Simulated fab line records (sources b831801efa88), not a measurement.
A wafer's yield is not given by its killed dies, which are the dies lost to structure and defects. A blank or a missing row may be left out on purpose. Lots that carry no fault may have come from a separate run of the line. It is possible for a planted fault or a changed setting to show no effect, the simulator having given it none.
Matching of chambers :: flow sky130 :: 3 sister chambers for SKY_PASSIVATION_CVD_02 on pecvd-03
The step deposits Si3N4, target thk 540 nm. 14 wafers are shown with their chamber, then 7 later ones without.

WAFERS PAIRED WITH THEIR CHAMBERS
wafer: L076.1
chamber: 0
heater power w (W): 704
rf fwd power W (W): 449.2

wafer: L076.5
chamber: 1
heater power w (W): 790
rf fwd power W (W): 447.2

wafer: L076.6
chamber: 2
heater power w (W): 937
rf fwd power W (W): 448.9

wafer: L084.2
chamber: 0
heater power w (W): 622
rf fwd power W (W): 450.3

wafer: L084.3
chamber: 2
heater power w (W): 928
rf fwd power W (W): 450.7

wafer: L084.6
chamber: 0
heater power w (W): 661
rf fwd power W (W): 449.4

wafer: L086.1
chamber: 1
heater power w (W): 778
rf fwd power W (W): 448.9

wafer: L086.3
chamber: 2
heater power w (W): 823
rf fwd power W (W): 448.7

wafer: L086.5
chamber: 2
heater power w (W): 874
rf fwd power W (W): 448.3

wafer: L087.1
chamber: 2
heater power w (W): 770
rf fwd power W (W): 449.3

wafer: L087.3
chamber: 1
heater power w (W): 683
rf fwd power W (W): 449.5

wafer: L087.5
chamber: 0
heater power w (W): 682
rf fwd power W (W): 451.1

wafer: L088.1
chamber: 2
heater power w (W): 874
rf fwd power W (W): 448.4

wafer: L088.2
chamber: 0
heater power w (W): 700
rf fwd power W (W): 449.1

SIGNATURES, as means of the wafers listed above
reading: heater power w
chamber 0: 673.80
chamber 1: 750.33
chamber 2: 867.67
scatter within a chamber: 53.5

reading: rf fwd power W
chamber 0: 449.820
chamber 1: 448.533
chamber 2: 449.050
scatter within a chamber: 0.94
Rule: a wafer's distance from a chamber is the root of the sum, over the readings, of the square of ((its reading less the chamber's mean) divided by the reading's scatter). The wafer belongs to the nearest chamber; if the next one is less than 2 further off, it can't be placed. The scatter: the root of (the sum of the squares of (reading less its chamber's mean) over the shown wafers, divided by (wafers less chambers)).

WAFERS MISSING THEIR CHAMBER
wafer: L088.5
heater power w (W): 869
rf fwd power W (W): 449.4

wafer: L091.2
heater power w (W): 799
rf fwd power W (W): 448.9

wafer: L091.4
heater power w (W): 730
rf fwd power W (W): 446.1

wafer: L091.6
heater power w (W): 648
rf fwd power W (W): 448.7

wafer: L095.1
heater power w (W): 752
rf fwd power W (W): 445.9

wafer: L095.4
heater power w (W): 591
rf fwd power W (W): 448.4

wafer: L095.5
heater power w (W): 896
rf fwd power W (W): 448.3

EACH ONE'S CHAMBER
wafer: L088.5
from the rows above: 2
in truth: 2

wafer: L091.2
from the rows above: can't be placed: 1 or 2 or 0
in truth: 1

wafer: L091.4
from the rows above: can't be placed: 1 or 2 or 0
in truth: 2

wafer: L091.6
from the rows above: can't be placed: 0 or 1
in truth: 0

wafer: L095.1
from the rows above: can't be placed: 1 or 2 or 0
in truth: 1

wafer: L095.4
from the rows above: can't be placed: 0 or 1
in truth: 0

wafer: L095.5
from the rows above: can't be placed: 2 or 1
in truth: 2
Correctly placed: 1 of 7. Unplaceable from these rows: 6, with the true chamber sitting among the candidates in 6. Wrongly placed: 0.
